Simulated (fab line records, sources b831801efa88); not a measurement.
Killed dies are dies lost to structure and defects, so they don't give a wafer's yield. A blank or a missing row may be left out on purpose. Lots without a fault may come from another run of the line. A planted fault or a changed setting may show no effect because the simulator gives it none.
fab line records | flow gf180mcu
record lots=12 wafers=36 last_day=34
route steps=602 shown NWELL@52 PSD@261 NSD@262 V1@340
lots that met no fault: from a run of the same line without faults
start_h: hours from the record's first day to the start of the lot's first wafer shown | wait_h: hours since the lot's step before | " the same as in the row above | L1.1+2: a row that stands for several wafers | - no value, or no start given | * or withheld: withheld | < > ~ a bound
route shown NAME@n: a module of which the file shows steps, and the number in the route of the first | usual: mean/standard deviation of fault-free wafers | same: alike in all rows | chamber/n: place in a boat | sites: the reading at each site | _std_site: their standard deviation | _edge_site: outer sites' mean less inner sites' | radius_mm: how far each site lies from the wafer's centre | mask NAME#n: copy n | behind: the tool/chamber that last shaped the wafer | hold: why the lot was held/for how many hours/how that ended | device: the transistor (n, p or np) that didn't switch | end of line: the same wafers' tests at the end of the route | a step without rows: its recipe alone | killed: dies lost to structure and defects at the first sort, not the wafer's yield | map: a wafer's dies, x killed, . not, _ none there
set.NAME: the setting as run; set.NAME@STEP: as run at that earlier step | model.NAME: the simulator's own value behind a step, which no gauge read
steps of the route over a sample of lots; a table a step, a row a wafer
services: from which hour (start_h, from the record's first day; less than 0 if before it) a tool's chamber was out of use, for how many hours, and why
## steps
# step GF_NWELL_STRIP_10
# recipe chemistry=O2/N2 power_w=1400 pressure_mtorr=1500 platen_temp_c=250 o2_flow_sccm=3000 n2_flow_sccm=300 overash_fraction=0.5
# usual drypump_motor_current_A=5.75/0.25 heater_power_w=367/20 oes_product_au=0.723/0.0045 strip_time_to_endpoint_s=37.05/0.1
# columns lot.wafer tool chamber start_h wait_h drypump_motor_current_A heater_power_w oes_product_au rf_hours_counter_h strip_time_to_endpoint_s
L407.2 plasma_asher-04 0 64.26 0.1 5.71 419 0.726 42 37.13
L407.4 " 0 " " 5.72 398 0.726 - 37.10
L407.5 " 1 " " 5.62 364 0.722 - 37.19
L409.1 plasma_asher-02 0 71.89 0.1 5.41 365 0.717 28 37.13
L409.3 " 0 " " 5.41 363 0.724 - 37.01
L409.5 " 0 " " 5.40 371 0.720 - 37.09
L411.3 plasma_asher-04 1 82.85 0.1 5.60 377 0.716 - 37.10
L411.5 " 1 " " 5.59 367 0.721 - 37.06
L411.6 " 0 " " 5.72 401 0.719 - 37.08
L413.1 plasma_asher-04 0 93.46 0.1 5.70 403 0.727 46 37.06
L413.2 " 1 " " 5.58 367 0.729 46 37.01
L413.4 " 0 " " 5.71 414 0.725 - 36.99
L415.3 plasma_asher-04 0 103.35 0.1 5.73 415 0.721 - 37.12
L415.4 " 1 " " 5.57 358 0.721 - 37.18
L415.6 " 0 " " 5.73 392 0.725 - 37.07
L417.2 plasma_asher-03 0 118.64 0.1 5.57 364 0.730 49 36.83
L417.3 " 0 " " 5.59 378 0.725 - 37.01
L417.6 " 0 " " 5.58 364 0.724 - 36.96
L418.1 plasma_asher-04 0 122.99 0.1 5.71 411 0.728 0 37.22
L418.2 " 1 " " 5.59 362 0.723 0 37.00
L418.5 " 1 " " 5.59 363 0.726 - 37.07
L419.1 plasma_asher-02 1 127.51 0.1 6.10 341 0.725 34 37.10
L419.4 " 1 " " 6.13 340 0.724 - 37.04
L419.5 " 0 " " 5.37 369 0.720 - 37.02
L423.2 plasma_asher-04 1 148.47 0.1 5.59 355 0.723 3 37.18
L423.4 " 1 " " 5.61 368 0.723 - 37.19
L423.5 " 1 " " 5.60 359 0.718 - 37.20
L426.2 plasma_asher-02 0 166.42 0.1 5.40 370 0.722 38 36.89
L426.4 " 0 " " 5.40 357 0.728 - 36.88
L426.5 " 0 " " 5.42 364 0.719 - 36.86
L428.2 plasma_asher-04 1 174.69 0.1 5.59 356 0.723 5 37.08
L428.3 " 0 " " 5.71 413 0.726 - 37.04
L428.4 " 1 " " 5.59 357 0.721 - 37.01
L429.4 plasma_asher-02 0 180.73 0.1 5.39 358 0.722 - 36.91
L429.5 " 0 " " 5.40 365 0.721 - 36.93
L429.6 " 1 " " 6.08 347 0.719 - 36.75
# step GF_PSD_RTA_13
# recipe temp_c=1025 time_s=20 ambient=N2
# usual lamp_power_pct=36.8/0.58 wafer_temp_C_max=1028.6/0.86
# columns lot.wafer tool chamber start_h wait_h lamp_power_pct wafer_temp_C_max
L407.2 rtp_anneal-02 0 326.52 0.0 36.5 1029.8
L407.4 " 0 " " 36.5 1029.7
L407.5 " 0 " " 36.4 1028.0
L409.1 rtp_anneal-01 0 337.92 0.0 37.7 1028.1
L409.3 " 0 " " 37.7 1028.3
L409.5 " 0 " " 37.7 1028.1
L411.3 rtp_anneal-02 0 358.83 0.0 36.5 1030.8
L411.5 " 0 " " 36.5 1028.4
L411.6 " 0 " " 36.5 1028.2
L413.1 rtp_anneal-02 0 374.27 0.0 36.5 1027.6
L413.2 " 0 " " 36.4 1026.8
L413.4 " 0 " " 36.4 1026.8
L415.3 rtp_anneal-02 0 393.68 0.0 36.4 1028.9
L415.4 " 0 " " 36.5 1028.1
L415.6 " 0 " " 36.5 1028.5
L417.2 rtp_anneal-02 0 414.38 0.0 36.4 1028.1
L417.3 " 0 " " 36.5 1028.5
L417.6 " 0 " " 36.5 1028.0
L418.1 rtp_anneal-01 0 423.20 0.0 37.8 1029.2
L418.2 " 0 " " 37.8 1028.4
L418.5 " 0 " " 37.8 1028.6
L419.1 rtp_anneal-01 0 428.98 0.0 37.8 1028.1
L419.4 " 0 " " 37.7 1029.2
L419.5 " 0 " " 37.8 1029.4
L423.2 rtp_anneal-02 0 459.32 0.0 36.5 1028.0
L423.4 " 0 " " 36.4 1027.8
L423.5 " 0 " " 36.5 1028.3
L426.2 rtp_anneal-02 0 487.79 0.0 41.0 1074.7
L426.4 " 0 " " 41.0 1074.5
L426.5 " 0 " " 41.0 1073.5
L428.2 rtp_anneal-02 0 501.25 0.0 41.0 1073.9
L428.3 " 0 " " 41.0 1073.4
L428.4 " 0 " " 41.0 1074.7
L429.4 rtp_anneal-02 0 506.43 0.0 41.1 1074.5
L429.5 " 0 " " 41.1 1074.5
L429.6 " 0 " " 41.0 1074.0
# step GF_PSD_RS_MEAS_14
# recipe thk_meas_gauge=four-point-probe
# usual NSD_RS=46.60/0.083
# columns lot.wafer tool chamber start_h wait_h NSD_RS[ohm/sq]
L407.2 film_metro-01 - 326.66 0.1 46.53
L407.4 " - " " 46.66
L407.5 " - " " 46.57
L409.1 film_metro-01 - 338.05 0.1 46.50
L409.3 " - " " 46.52
L409.5 " - " " 46.63
L411.3 film_metro-04 - 358.93 0.1 46.62
L411.5 " - " " 46.73
L411.6 " - " " 46.59
L413.1 film_metro-04 - 374.35 0.1 46.70
L413.2 " - " " 46.72
L413.4 " - " " 46.73
L415.3 film_metro-04 - 393.78 0.1 46.60
L415.4 " - " " 46.64
L415.6 " - " " 46.65
L417.2 film_metro-04 - 414.47 0.1 46.69
L417.3 " - " " 46.65
L417.6 " - " " 46.77
L418.1 film_metro-04 - 423.29 0.1 46.59
L418.2 " - " " 46.72
L418.5 " - " " 46.55
L419.1 film_metro-01 - 429.07 0.1 46.54
L419.4 " - " " 46.57
L419.5 " - " " 46.45
L423.2 film_metro-02 - 459.41 0.1 46.68
L423.4 " - " " 46.67
L423.5 " - " " 46.77
L426.2 film_metro-04 - 487.88 0.1 39.85
L426.4 " - " " 39.79
L426.5 " - " " 39.81
L428.2 film_metro-02 - 501.34 0.1 39.79
L428.3 " - " " 39.86
L428.4 " - " " 39.86
L429.4 film_metro-04 - 506.53 0.1 39.89
L429.5 " - " " 39.92
L429.6 " - " " 39.94
# step GF_PSD_RS_MEAS_15
# recipe thk_meas_gauge=four-point-probe
# usual PSD_RS=108.6/0.3
# columns lot.wafer tool chamber start_h wait_h PSD_RS[ohm/sq]
L407.2 film_metro-01 - 326.78 0.1 108.6
L407.4 " - " " 108.8
L407.5 " - " " 108.4
L409.1 film_metro-01 - 338.17 0.1 108.5
L409.3 " - " " 108.5
L409.5 " - " " 108.5
L411.3 film_metro-04 - 359.05 0.1 108.7
L411.5 " - " " 108.3
L411.6 " - " " 108.5
L413.1 film_metro-04 - 374.47 0.1 108.7
L413.2 " - " " 109.0
L413.4 " - " " 109.0
L415.3 film_metro-04 - 393.90 0.1 108.4
L415.4 " - " " 108.4
L415.6 " - " " 108.4
L417.2 film_metro-04 - 414.59 0.1 109.3
L417.3 " - " " 109.2
L417.6 " - " " 109.4
L418.1 film_metro-04 - 423.41 0.1 108.8
L418.2 " - " " 108.6
L418.5 " - " " 108.7
L419.1 film_metro-01 - 429.19 0.1 108.4
L419.4 " - " " 108.2
L419.5 " - " " 108.1
L423.2 film_metro-02 - 459.53 0.1 108.7
L423.4 " - " " 108.9
L423.5 " - " " 108.6
L426.2 film_metro-04 - 488.00 0.1 89.5
L426.4 " - " " 89.6
L426.5 " - " " 89.6
L428.2 film_metro-02 - 501.46 0.1 89.5
L428.3 " - " " 89.6
L428.4 " - " " 89.5
L429.4 film_metro-04 - 506.65 0.1 89.3
L429.5 " - " " 89.6
L429.6 " - " " 89.3
# step GF_V1_BOW_MEAS_05
# recipe mode=bow
# usual V1_BOW=83/7.7
# columns lot.wafer tool chamber start_h wait_h V1_BOW[um]
L407.2 film_metro-02 - 397.05 0.2 79
L407.4 " - " " 94
L407.5 " - " " 91
L409.1 film_metro-04 - 410.03 0.2 82
L409.3 " - " " 90
L409.5 " - " " 72
L411.3 film_metro-03 - 433.79 0.2 67
L411.5 " - " " 66
L411.6 " - " " 79
L413.1 film_metro-03 - 449.95 0.1 83
L413.2 " - " " 72
L413.4 " - " " 87
L415.3 film_metro-04 - 471.27 0.1 86
L415.4 " - " " 93
L415.6 " - " " 95
L417.2 film_metro-02 - 490.63 0.3 74
L417.3 " - " " 67
L417.6 " - " " 72
L418.1 film_metro-03 - 501.18 0.2 81
L418.2 " - " " 92
L418.5 " - " " 83
L419.1 film_metro-03 - 506.79 0.2 97
L419.4 " - " " 85
L419.5 " - " " 83
L423.2 film_metro-02 - 535.07 0.2 75
L423.4 " - " " 76
L423.5 " - " " 75
L426.2 film_metro-04 - 561.16 0.2 94
L426.4 " - " " 98
L426.5 " - " " 92
L428.2 film_metro-03 - 574.75 0.2 84
L428.3 " - " " 91
L428.4 " - " " 89
L429.4 film_metro-02 - 579.26 0.3 96
L429.5 " - " " 85
L429.6 " - " " 80
# step GF_V1_RS_MEAS_24
# recipe thk_meas_gauge=four-point-probe reads=W_of_V1_CVD_23+TiN_of_V1_SPUTTER_22+Ti_of_V1_SPUTTER_21
# usual V1_W_RS=0.328/0.0038
# columns lot.wafer tool chamber start_h wait_h V1_W_RS[ohm/sq]
L407.2 film_metro-03 - 421.30 0.1 0.331
L407.4 " - " " 0.334
L407.5 " - " " 0.330
L409.1 film_metro-03 - 435.03 0.1 0.327
L409.3 " - " " 0.324
L409.5 " - " " 0.330
L411.3 film_metro-03 - 459.59 0.1 0.330
L411.5 " - " " 0.325
L411.6 " - " " 0.329
L413.1 film_metro-04 - 474.43 0.1 0.326
L413.2 " - " " 0.327
L413.4 " - " " 0.325
L415.3 film_metro-03 - 496.37 0.1 0.324
L415.4 " - " " 0.324
L415.6 " - " " 0.320
L417.2 film_metro-03 - 515.63 0.1 0.332
L417.3 " - " " 0.329
L417.6 " - " " 0.331
L418.1 film_metro-03 - 525.16 0.1 0.323
L418.2 " - " " 0.327
L418.5 " - " " 0.327
L419.1 film_metro-03 - 531.02 0.1 0.330
L419.4 " - " " 0.331
L419.5 " - " " 0.327
L423.2 film_metro-03 - 558.46 0.2 0.325
L423.4 " - " " 0.323
L423.5 " - " " 0.321
L426.2 film_metro-02 - 583.31 0.1 0.327
L426.4 " - " " 0.325
L426.5 " - " " 0.328
L428.2 film_metro-02 - 597.49 0.1 0.338
L428.3 " - " " 0.330
L428.4 " - " " 0.336
L429.4 film_metro-03 - 602.12 0.1 0.329
L429.5 " - " " 0.330
L429.6 " - " " 0.328
## services
# columns tool chamber start_h hours kind
plasma_asher-02 - 73.85 14.6 pm
plasma_asher-04 - 108.52 2.8 pm
plasma_asher-04 - 111.27 9.0 pm
plasma_asher-04 0 111.27 9.0 vent_cycle
plasma_asher-04 1 111.27 9.0 vent_cycle
plasma_asher-04 0 120.27 - clean
plasma_asher-04 1 120.27 - clean
plasma_asher-04 - 156.15 3.7 repair
plasma_asher-02 - 159.81 2.4 repair
plasma_asher-04 - 241.35 14.6 pm
plasma_asher-04 - 284.80 1.0 repair
plasma_asher-02 - 373.79 15.6 pm
plasma_asher-04 - 390.33 6.0 repair
plasma_asher-04 - 419.78 1.6 repair
rtp_anneal-02 - 443.51 2.6 pm
plasma_asher-04 - 443.71 0.8 repair
plasma_asher-04 - 464.90 2.2 repair
plasma_asher-04 - 477.96 4.3 pm
## key
first_sign step=GF_PSD_RTA_13 reading=wafer_temp_C_max direction=up sigmas=53 usual=* struck=*
effect step=GF_PSD_RTA_13 reading=lamp_power_pct direction=up sigmas=7.1 usual=36.8 struck=41.0
effect step=GF_PSD_RS_MEAS_14 reading=NSD_RS direction=down sigmas=82 usual=46.60 struck=39.86
effect step=GF_PSD_RS_MEAS_15 reading=PSD_RS direction=down sigmas=63 usual=108.6 struck=89.5
met_at GF_PSD_RTA_13
struck_lots L426,L428,L429
tester_left_out L426,L428,L429
not_acting_at GF_NWELL_STRIP_10,GF_V1_BOW_MEAS_05,GF_V1_RS_MEAS_24
onset_between 459.32 487.79
fault kind=process_parameter_drift tool=rtp_anneal-02 chamber=- onset_h=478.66 steps=GF_PSD_RTA_13 channel=temp_c offset=* shape=step end_h=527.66 acts_in=* stated=*
# tester_left_out: of these lots the tester's yield and bins aren't shown, on N5 and GAA mostly nor the transistor test; their killed dies are dies lost to structure and defects alone, not to doping, threshold or leakage, so they don't give the yield
